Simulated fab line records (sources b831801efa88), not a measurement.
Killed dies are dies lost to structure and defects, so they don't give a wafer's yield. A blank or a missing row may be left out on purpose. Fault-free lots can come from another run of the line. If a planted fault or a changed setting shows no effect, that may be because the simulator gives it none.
The tool behind it: which one? | flow gf180mcu | 72 wafers from 24 lots sampled at 6 of the route's 602 steps

WHAT EACH GAUGE READ, for each wafer
GF_M2_CD_MEAS_14: target cd 280 nm. Usual: cdNm at 279.7 nm, with a standard deviation of 1.1.
lot  | measured     | on       | cdNm (nm)         | flag
L074 | day 18 20:58 | cdSem-02 | 280.0 279.6 278.9 | 
L075 | day 19 19:31 | cdSem-02 | 281.0 281.3 281.8 | 
L076 | day 19 21:16 | cdSem-02 | 279.3 279.0 278.5 | 
L077 | day 20 18:06 | cdSem-01 | 279.1 279.0 278.5 | 
L078 | day 20 23:26 | cdSem-02 | 279.6 280.9 279.8 | 
L079 | day 21 21:55 | cdSem-02 | 280.3 282.2 281.5 | 
L080 | day 21 22:52 | cdSem-01 | 279.2 279.7 280.7 | 
L081 | day 22 02:05 | cdSem-01 | 279.4 281.0 280.2 | 
L082 | day 22 07:07 | cdSem-02 | 280.7 280.8 279.9 | 
L083 | day 22 12:41 | cdSem-01 | 279.2 279.8 279.5 | 
L084 | day 22 16:53 | cdSem-02 | 278.9 278.8 279.6 | 
L085 | day 23 06:52 | cdSem-02 | 279.9 280.7 279.4 | 
L086 | day 23 16:03 | cdSem-01 | 279.2 278.2 279.1 | 
L087 | day 23 22:46 | cdSem-02 | 278.2 278.9 279.9 | 
L088 | day 24 05:19 | cdSem-02 | 280.6 280.4 280.0 | 
L089 | day 24 14:22 | cdSem-02 | 280.6 279.4 280.6 | 
L090 | day 24 22:57 | cdSem-01 | 279.8 278.5 280.0 | 
L091 | day 25 04:12 | cdSem-01 | 277.0 277.4 277.5 | 
L092 | day 25 10:11 | cdSem-02 | 279.1 279.9 281.3 | 
L093 | day 25 19:31 | cdSem-01 | 280.0 279.5 279.1 | 
L094 | day 26 05:19 | cdSem-02 | 279.7 278.3 278.9 | 
L095 | day 26 10:55 | cdSem-01 | 278.4 279.5 278.5 | 
L096 | day 26 16:24 | cdSem-01 | 280.4 280.7 279.9 | 
L097 | day 27 04:38 | cdSem-01 | 280.0 281.3 279.6 | 

GF_V2_RS_MEAS_24: a four-point-probe measurement. Usual: V2_W_RS typically reads 0.328 ohm/sq, with standard deviation 0.0041.
lot  | measured     | on           | V2_W_RS (ohm/sq)  | flag
L074 | day 20 00:40 | filmMetro-02 | 0.328 0.330 0.328 | 
L075 | day 20 22:29 | filmMetro-04 | 0.319 0.323 0.324 | 
L076 | day 21 00:24 | filmMetro-02 | 0.323 0.332 0.328 | 
L077 | day 21 20:40 | filmMetro-03 | 0.328 0.323 0.326 | 
L078 | day 22 01:39 | filmMetro-04 | 0.331 0.325 0.322 | 
L079 | day 23 00:22 | filmMetro-03 | 0.330 0.330 0.327 | 
L080 | day 23 00:33 | filmMetro-04 | 0.330 0.335 0.331 | 
L081 | day 23 03:52 | filmMetro-02 | 0.325 0.323 0.326 | 
L082 | day 23 09:07 | filmMetro-03 | 0.331 0.335 0.333 | 
L083 | day 23 14:46 | filmMetro-03 | 0.325 0.334 0.332 | 
L084 | day 23 18:03 | filmMetro-02 | 0.331 0.323 0.328 | 
L085 | day 24 08:03 | filmMetro-02 | 0.329 0.326 0.327 | 
L086 | day 24 16:41 | filmMetro-02 | 0.333 0.328 0.334 | 
L087 | day 24 23:49 | filmMetro-04 | 0.332 0.326 0.335 | 
L088 | day 25 06:06 | filmMetro-03 | 0.334 0.328 0.327 | 
L089 | day 25 14:47 | filmMetro-03 | 0.324 0.323 0.321 | 
L090 | day 25 23:27 | filmMetro-04 | 0.323 0.321 0.326 | 
L091 | day 26 03:46 | filmMetro-04 | 0.333 0.320 0.326 | 
L092 | day 26 10:17 | filmMetro-03 | 0.333 0.329 0.331 | 
L093 | day 26 19:28 | filmMetro-04 | 0.333 0.326 0.332 | 
L094 | day 27 04:38 | filmMetro-04 | 0.327 0.330 0.322 | 
L095 | day 27 10:35 | filmMetro-03 | 0.328 0.335 0.333 | 
L096 | day 27 15:11 | filmMetro-04 | 0.325 0.333 0.333 | 
L097 | day 28 02:39 | filmMetro-03 | 0.328 0.330 0.331 | 

EACH LOT AND THE TOOL THAT RAN IT (in order: tool; ch and the chambers of the sampled wafers; start)
lot  | GF_M1_SPUTTER_01            | GF_M1_SPUTTER_04            | GF_M2_SPUTTER_01            | GF_M2_SPUTTER_04
L074 | pvdSputter-01, day 15 22:26 | pvdSputter-01, day 15 22:31 | pvdSputter-01, day 17 21:39 | pvdSputter-01, day 17 21:44
L075 | pvdSputter-04, day 16 14:12 | pvdSputter-04, day 16 14:17 | pvdSputter-03, day 18 19:29 | pvdSputter-03, day 18 19:34
L076 | pvdSputter-01, day 16 19:26 | pvdSputter-01, day 16 19:31 | pvdSputter-01, day 18 20:54 | pvdSputter-01, day 18 20:59
L077 | pvdSputter-02, day 17 16:22 | pvdSputter-02, day 17 16:27 | pvdSputter-03, day 19 18:20 | pvdSputter-03, day 19 18:25
L078 | pvdSputter-01, day 17 19:40 | pvdSputter-01, day 17 19:45 | pvdSputter-01, day 19 22:38 | pvdSputter-01, day 19 22:43
L079 | pvdSputter-02, day 18 18:42 | pvdSputter-02, day 18 18:47 | pvdSputter-01, day 20 21:47 | pvdSputter-01, day 20 21:52
L080 | pvdSputter-01, day 18 19:16 | pvdSputter-01, day 18 19:20 | pvdSputter-03, day 20 22:46 | pvdSputter-03, day 20 22:52
L081 | pvdSputter-02, day 18 22:07 | pvdSputter-02, day 18 22:11 | pvdSputter-01, day 21 02:40 | pvdSputter-01, day 21 02:46
L082 | pvdSputter-02, day 19 04:31 | pvdSputter-02, day 19 04:36 | pvdSputter-04, day 21 07:12 | pvdSputter-04, day 21 07:17
L083 | pvdSputter-02, day 19 10:14 | pvdSputter-02, day 19 10:19 | pvdSputter-04, day 21 13:10 | pvdSputter-04, day 21 13:14
L084 | pvdSputter-02, day 19 14:58 | pvdSputter-02, day 19 15:03 | pvdSputter-04, day 21 16:58 | pvdSputter-04, day 21 17:02
L085 | pvdSputter-01, day 20 03:49 | pvdSputter-01, day 20 03:53 | pvdSputter-01, day 22 07:10 | pvdSputter-01, day 22 07:14
L086 | pvdSputter-04, day 20 14:52 | pvdSputter-04, day 20 14:56 | pvdSputter-03, day 22 17:16 | pvdSputter-03, day 22 17:20
L087 | pvdSputter-04, day 20 21:29 | pvdSputter-04, day 20 21:34 | pvdSputter-03, day 22 23:59 | pvdSputter-03, day 23 00:04
L088 | pvdSputter-04, day 21 04:58 | pvdSputter-04, day 21 05:03 | pvdSputter-03, day 23 07:20 | pvdSputter-03, day 23 07:25
L089 | pvdSputter-01, day 21 15:04 | pvdSputter-01, day 21 15:08 | pvdSputter-03, day 23 15:59 | pvdSputter-03, day 23 16:04
L090 | pvdSputter-01, day 22 00:11 | pvdSputter-01, day 22 00:16 | pvdSputter-04, day 24 00:45 | pvdSputter-04, day 24 00:50
L091 | pvdSputter-02, day 22 05:28 | pvdSputter-02, day 22 05:32 | pvdSputter-01, day 24 06:10 | pvdSputter-01, day 24 06:14
L092 | pvdSputter-01, day 22 12:08 | pvdSputter-01, day 22 12:13 | pvdSputter-01, day 24 12:24 | pvdSputter-01, day 24 12:29
L093 | pvdSputter-01, day 22 22:56 | pvdSputter-01, day 22 23:01 | pvdSputter-01, day 24 22:30 | pvdSputter-01, day 24 22:35
L094 | pvdSputter-04, day 23 09:20 | pvdSputter-04, day 23 09:25 | pvdSputter-04, day 25 08:16 | pvdSputter-04, day 25 08:21
L095 | pvdSputter-02, day 23 15:26 | pvdSputter-02, day 23 15:31 | pvdSputter-03, day 25 14:04 | pvdSputter-03, day 25 14:08
L096 | pvdSputter-01, day 23 21:36 | pvdSputter-01, day 23 21:41 | pvdSputter-03, day 25 19:50 | pvdSputter-03, day 25 19:55
L097 | pvdSputter-02, day 24 08:55 | pvdSputter-02, day 24 08:59 | pvdSputter-03, day 26 06:58 | pvdSputter-03, day 26 07:02
- GF_M1_SPUTTER_01: material TiN, target thk 30 nm, time 25 s.
- GF_M1_SPUTTER_04: material TiN, target thk 50 nm, time 41.7 s.
- GF_M2_SPUTTER_01: material TiN, target thk 30 nm, time 25 s.
- GF_M2_SPUTTER_04: material TiN, target thk 50 nm, time 41.7 s.

AS READ BY THE TOOLS THEMSELVES (means over the sampled wafers that have a number; for cases with no such wafer, the mark the record gives instead)
GF_M1_SPUTTER_01. Usual: throttleValvePct at 29.9 %, with a standard deviation of 0.8.
lot  | tool          | throttleValvePct (%) | flag
L074 | pvdSputter-01 | 30.2                 | 
L075 | pvdSputter-04 | 30.3                 | 
L076 | pvdSputter-01 | 30.1                 | 
L077 | pvdSputter-02 | 29.9                 | 
L078 | pvdSputter-01 | 29.9                 | 
L079 | pvdSputter-02 | 29.5                 | 
L080 | pvdSputter-01 | 29.3                 | 
L081 | pvdSputter-02 | 29.5                 | 
L082 | pvdSputter-02 | 30.4                 | 
L083 | pvdSputter-02 | 29.7                 | 
L084 | pvdSputter-02 | 29.4                 | 
L085 | pvdSputter-01 | 29.3                 | 
L086 | pvdSputter-04 | 31.0                 | 
L087 | pvdSputter-04 | 30.0                 | 
L088 | pvdSputter-04 | 30.4                 | 
L089 | pvdSputter-01 | 29.9                 | 
L090 | pvdSputter-01 | 29.4                 | 
L091 | pvdSputter-02 | 29.7                 | 
L092 | pvdSputter-01 | 30.3                 | 
L093 | pvdSputter-01 | 29.6                 | 
L094 | pvdSputter-04 | 30.4                 | 
L095 | pvdSputter-02 | 29.1                 | 
L096 | pvdSputter-01 | 29.6                 | 
L097 | pvdSputter-02 | 30.1                 | 

GF_M1_SPUTTER_04. Usual: throttleValvePct at 29.9 %, with a standard deviation of 0.78.
lot  | tool          | throttleValvePct (%) | flag
L074 | pvdSputter-01 | 30.1                 | 
L075 | pvdSputter-04 | 30.1                 | 
L076 | pvdSputter-01 | 30.2                 | 
L077 | pvdSputter-02 | 29.9                 | 
L078 | pvdSputter-01 | 29.9                 | 
L079 | pvdSputter-02 | 29.3                 | 
L080 | pvdSputter-01 | 29.4                 | 
L081 | pvdSputter-02 | 29.4                 | 
L082 | pvdSputter-02 | 30.4                 | 
L083 | pvdSputter-02 | 29.6                 | 
L084 | pvdSputter-02 | 29.7                 | 
L085 | pvdSputter-01 | 29.4                 | 
L086 | pvdSputter-04 | 30.9                 | 
L087 | pvdSputter-04 | 30.1                 | 
L088 | pvdSputter-04 | 30.5                 | 
L089 | pvdSputter-01 | 29.8                 | 
L090 | pvdSputter-01 | 29.4                 | 
L091 | pvdSputter-02 | 29.8                 | 
L092 | pvdSputter-01 | 30.3                 | 
L093 | pvdSputter-01 | 29.6                 | 
L094 | pvdSputter-04 | 30.6                 | 
L095 | pvdSputter-02 | 29.1                 | 
L096 | pvdSputter-01 | 29.3                 | 
L097 | pvdSputter-02 | 30.1                 | 

GF_M2_SPUTTER_01. Usual: throttleValvePct at 29.7 %, with a standard deviation of 0.7.
lot  | tool          | throttleValvePct (%) | flag
L074 | pvdSputter-01 | 29.5                 | 
L075 | pvdSputter-03 | 29.2                 | 
L076 | pvdSputter-01 | 29.8                 | 
L077 | pvdSputter-03 | 29.5                 | 
L078 | pvdSputter-01 | 29.8                 | 
L079 | pvdSputter-01 | 29.7                 | 
L080 | pvdSputter-03 | 29.1                 | 
L081 | pvdSputter-01 | 29.7                 | 
L082 | pvdSputter-04 | 29.7                 | 
L083 | pvdSputter-04 | 30.0                 | 
L084 | pvdSputter-04 | 30.8                 | 
L085 | pvdSputter-01 | 29.7                 | 
L086 | pvdSputter-03 | 29.5                 | 
L087 | pvdSputter-03 | 29.3                 | 
L088 | pvdSputter-03 | 29.3                 | 
L089 | pvdSputter-03 | 29.1                 | 
L090 | pvdSputter-04 | 31.1                 | 
L091 | pvdSputter-01 | 29.1                 | 
L092 | pvdSputter-01 | 29.7                 | 
L093 | pvdSputter-01 | 30.0                 | 
L094 | pvdSputter-04 | 30.6                 | 
L095 | pvdSputter-03 | 29.4                 | 
L096 | pvdSputter-03 | 29.4                 | 
L097 | pvdSputter-03 | 29.3                 | 

GF_M2_SPUTTER_04. Usual: throttleValvePct at 29.7 %, with a standard deviation of 0.7.
lot  | tool          | throttleValvePct (%) | flag
L074 | pvdSputter-01 | 29.6                 | 
L075 | pvdSputter-03 | 29.1                 | 
L076 | pvdSputter-01 | 30.0                 | 
L077 | pvdSputter-03 | 29.5                 | 
L078 | pvdSputter-01 | 29.8                 | 
L079 | pvdSputter-01 | 29.7                 | 
L080 | pvdSputter-03 | 29.1                 | 
L081 | pvdSputter-01 | 29.8                 | 
L082 | pvdSputter-04 | 29.7                 | 
L083 | pvdSputter-04 | 30.0                 | 
L084 | pvdSputter-04 | 30.7                 | 
L085 | pvdSputter-01 | 29.9                 | 
L086 | pvdSputter-03 | 29.8                 | 
L087 | pvdSputter-03 | 29.3                 | 
L088 | pvdSputter-03 | 29.3                 | 
L089 | pvdSputter-03 | 29.0                 | 
L090 | pvdSputter-04 | 31.0                 | 
L091 | pvdSputter-01 | 29.4                 | 
L092 | pvdSputter-01 | 29.8                 | 
L093 | pvdSputter-01 | 30.2                 | 
L094 | pvdSputter-04 | 30.7                 | 
L095 | pvdSputter-03 | 29.2                 | 
L096 | pvdSputter-03 | 29.4                 | 
L097 | pvdSputter-03 | 29.4                 | 

THE ANSWER, worked out from the rows above alone
Rule: a lot is off if the mean of its wafers that have a number lies more than 3 standard deviations from the usual mean. Also off: a lot with no number at a reading for which 4 or more lots have one. The other lots that the step has rows for count as sound. After the gauges, taken in route order, come the tools' own readings; for these a lot's mean is taken, as printed above. The first step at which some lot is off is used, and at that step the reading that is off furthest; a lot without a number counts as furthest.
Nothing can be told from this: no lot is off at any reading shown.

WHAT WAS PUT IN BY THE SIMULATOR
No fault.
